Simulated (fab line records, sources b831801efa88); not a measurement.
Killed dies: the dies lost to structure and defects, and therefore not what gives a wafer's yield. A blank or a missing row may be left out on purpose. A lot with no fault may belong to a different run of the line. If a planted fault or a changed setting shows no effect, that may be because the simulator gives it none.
Struck lot and sound lot, side by side | flow sfq line | 28 steps out of a route of 325
Sound: the wafers L642.2, L642.3, L642.5. Struck: wafer L650.3; the same lot's L650.1 was not struck, so it is left out; see the end for the cause.
At each step with rows: each side's tool, then ch and its chambers, then its first start. Under that, the readings that differ: sound wafers | struck wafers | difference of the means | sigmas: that difference in standard deviations of wafers without a fault.
alike: same words and numbers on both sides, and readings whose means sit less than 2 such deviations apart. not compared: any withheld reading, any reading some wafer has no value for, any bound like >300 that may hide the same value, and any number with overlapping values for which the record gives no deviation.
The two part at a step that has a row with sigmas, a row that says differs or no value, or rows on one side only. Numbers that don't overlap but have no deviation are shown without sigmas and don't part them. A reading missing from all wafers of one side parts the sides only when that side holds two or more wafers.

first, 6 steps without rows for these wafers: SFQ_TRILAYER_M1_LITHO_COAT_044 (resist thk 62 nm); SFQ_TRILAYER_M1_LITHO_COAT_039 (resist thk 600 nm); SFQ_TRILAYER_M1_LITHO_SOFTBAKE_043; SFQ_TRILAYER_M1_LITHO_EXPOSE_040 (exposes mask M1, target cd 500 nm); SFQ_TRILAYER_M1_LITHO_PEB_042 (peb time 60 s); SFQ_TRILAYER_M1_LITHO_DEVELOP_041 (time 60 s).
SFQ_M1_OVL_MEAS_911:
  sound: overlay-02 at day 19 18:57; struck: overlay-02 at day 22 19:06
  alike: M1_OVL
SFQ_TRILAYER_M1_BARC_OPEN_METAL_ETCH_054: etches BARC in O2, target depth 125 nm, time 41.7 s.
  sound on rie metal-02 ch 0,1, day 19 18:59; struck on rie metal-03 ch 1, day 22 19:08
  reading                     | sound             | struck | difference | sigmas
  bias w (W)                  | 79.87 79.88 80.05 | 80.43  | +0.50      | +2
  drypump motor current A (A) | 6.6 6.0 5.9       | 5.0    | -1.2       | -2
  alike: oes product au
  not compared: rf hours counter h
then, 1 step without rows for these wafers: SFQ_TRILAYER_M1_ETCH_METAL_ETCH_042 (etches Nb in Cl2/Ar, stops on SiO2, target depth 240 nm, time 120 s).
SFQ_TRILAYER_M1_STRIP_STRIP_043: strips in O2.
  sound on rie metal-02 ch 0,1, day 19 19:10; struck on rie metal-03 ch 1, day 22 19:19
  reading                     | sound       | struck | difference | sigmas
  drypump motor current A (A) | 6.6 6.0 6.0 | 5.0    | -1.2       | -2
  alike: oes product au, platen temp c
  not compared: rf hours counter h
then, 1 step without rows for these wafers: SFQ_TRILAYER_M1_STRIP_SOLV_CLEAN_044 (cleans in NMP, time 600 s).
SFQ_TRILAYER_I1_DEP_PECVD_045: deposits SiO2 from SiH4/N2O, time 111.11 s, target thk 500 nm.
  sound on pecvd-04 ch 0,1, day 19 19:56; struck on pecvd-03 ch 1, day 22 20:05
  alike: heater power w, throttle valve pct
SFQ_TRILAYER_I1_CMP_CMP_046: polishes SiO2.
  sound on cmp-02 ch 0,1,2, day 20 03:53; struck on cmp-02 ch 2, day 22 21:40
  reading                                             | sound             | struck | difference | sigmas
  time to endpoint s (s)                              | 221 225 226       | 201    | -23        | -3
  model.SiO2_of_TRILAYER_I1_DEP_PECVD_045.thk nm (nm) | 200.7 199.1 199.8 | 214.7  | +14.8      |
  alike: motor current A, retaining ring pressure frac
SFQ_I1_BOW_MEAS_912:
  sound: film metro-04 at day 20 06:24; struck: film metro-02 at day 22 23:10
  alike: I1_BOW
SFQ_TRILAYER_I1_METRO_MEASURE_047:
  sound: film metro-04 at day 20 06:42; struck: film metro-02 at day 22 23:17
  reading     | sound             | struck | difference | sigmas
  thk nm (nm) | 200.7 199.2 199.7 | 214.8  | +14.9      | +17
then, 6 steps without rows for these wafers: SFQ_TRILAYER_I1_VIA_LITHO_COAT_054 (resist thk 62 nm); SFQ_TRILAYER_I1_VIA_LITHO_COAT_049 (resist thk 650 nm); SFQ_TRILAYER_I1_VIA_LITHO_SOFTBAKE_053; SFQ_TRILAYER_I1_VIA_LITHO_EXPOSE_050 (exposes mask I1, target cd 500 nm); SFQ_TRILAYER_I1_VIA_LITHO_PEB_052 (peb time 60 s); SFQ_TRILAYER_I1_VIA_LITHO_DEVELOP_051 (time 60 s).
-- the record jumps here: 6 days lie between the struck wafers' starts before and after --
SFQ_I1_OVL_MEAS_913:
  sound: overlay-01 at day 26 19:50; struck: overlay-02 at day 29 11:13
  reading     | sound    | struck | difference | sigmas
  I1_OVL (nm) | -3 -4 -8 | -17    | -12        | -2
then, 1 step without rows for these wafers: SFQ_TRILAYER_I1_VIA_BARC_OPEN_VIA_ETCH_071 (etches BARC in O2, target depth 125 nm, time 41.7 s).
SFQ_TRILAYER_I1_VIA_ETCH_VIA_ETCH_052: etches SiO2 in CHF3, stops on Nb, target depth 260 nm.
  sound on rie diel-01 ch 0,3, day 26 19:54; struck on rie diel-02 ch 3, day 29 11:18
  reading                        | sound             | struck | difference | sigmas
  oes product au (a.u.)          | 0.856 0.847 0.854 | 0.892  | +0.040     | +7
  model.etch.depth nm (nm)       | 200.7 199.1 199.8 | 214.7  | +14.8      |
  model.I1.feature depth nm (nm) | 200.7 199.1 199.8 | 214.7  | +14.8      |
  alike: bias w, drypump motor current A
SFQ_TRILAYER_I1_VIA_STRIP_STRIP_053: strips in O2.
  sound on rie metal-01 ch 0, day 26 20:01; struck on rie metal-04 ch 0, day 29 11:25
  alike: drypump motor current A, oes product au, platen temp c
  not compared: rf hours counter h
then, 1 step without rows for these wafers: SFQ_TRILAYER_I1_VIA_STRIP_SOLV_CLEAN_054 (cleans in NMP, time 600 s).
SFQ_TRILAYER_M2_DEP_PRE_CLEAN_056: time 22.5 s.
  sound: pvd sputter-06 at day 26 20:47; struck: pvd sputter-03 at day 29 12:11
  reading                                             | sound             | struck | difference | sigmas
  model.SiO2_of_TRILAYER_I1_DEP_PECVD_045.thk nm (nm) | 193.2 191.6 192.3 | 207.2  | +14.8      |
SFQ_TRILAYER_M2_DEP_SPUTTER_055: material Nb, target thk 200 nm, time 133.3 s.
  sound: pvd sputter-06 at day 26 20:49; struck: pvd sputter-03 at day 29 12:14
  alike: throttle valve pct

== WHERE THEY PART ==
Last at SFQ_TRILAYER_I1_VIA_ETCH_VIA_ETCH_052 as far as this record goes, first at SFQ_TRILAYER_M1_BARC_OPEN_METAL_ETCH_054. Later steps at which nothing parts them and some readings are alike: SFQ_TRILAYER_I1_VIA_STRIP_STRIP_053, SFQ_TRILAYER_M2_DEP_SPUTTER_055.

WHY: what had been put in by the simulator
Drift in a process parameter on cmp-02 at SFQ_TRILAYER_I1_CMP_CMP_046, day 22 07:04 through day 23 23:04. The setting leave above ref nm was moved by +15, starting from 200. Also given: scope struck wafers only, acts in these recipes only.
